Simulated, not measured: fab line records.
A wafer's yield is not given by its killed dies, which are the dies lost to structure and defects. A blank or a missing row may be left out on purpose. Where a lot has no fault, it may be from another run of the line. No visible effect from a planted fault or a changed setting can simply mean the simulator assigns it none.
Chamber matching :: flow gf180mcu :: cmp-02 running GF_V2_CMP_04: 4 sister chambers
The step polishes SiO2. 4 wafers are shown with their chamber, then 7 later ones without.

## WAFERS PAIRED WITH THEIR CHAMBERS
wafer: L325.2
chamber: 1
motorCurrentA (A): 10.7

wafer: L326.5
chamber: 0
motorCurrentA (A): 10.2

wafer: L330.2
chamber: 3
motorCurrentA (A): 9.9

wafer: L330.4
chamber: 2
motorCurrentA (A): 11.6

## WAFERS WHOSE CHAMBER IS MISSING
wafer: L330.6
motorCurrentA (A): 11.8

wafer: L339.1
motorCurrentA (A): 10.2

wafer: L339.3
motorCurrentA (A): 10.8

wafer: L339.6
motorCurrentA (A): 11.5

wafer: L342.3
motorCurrentA (A): 10.5

wafer: L342.4
motorCurrentA (A): 12.0

wafer: L342.5
motorCurrentA (A): 10.4

## CHAMBER TAKEN BY EACH
wafer: L330.6
from the rows above: 2
in truth: 2

wafer: L339.1
from the rows above: can't be placed: 0 or 3
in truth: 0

wafer: L339.3
from the rows above: 1
in truth: 1

wafer: L339.6
from the rows above: 2
in truth: 2

wafer: L342.3
from the rows above: can't be placed: 1 or 0 or 3
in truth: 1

wafer: L342.4
from the rows above: 2
in truth: 2

wafer: L342.5
from the rows above: can't be placed: 0 or 1 or 3
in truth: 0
4 of 7 placed correctly. From these rows, 3 cannot be placed; in 3 the true chamber is one of the candidates. Wrongly placed: 0.
How it was worked out, from the rows above alone: a wafer's distance from a chamber is the root of the sum, over the readings, of the square of ((its reading less the chamber's mean) divided by the reading's scatter). The wafer belongs to the nearest chamber; if the next one is less than 2 further off, it can't be placed. Each chamber's mean is taken over the wafers shown for it. The scatter (one wafer shown for each chamber): square how far every hidden wafer sits from the nearest shown wafer, average those squares and take the square root.
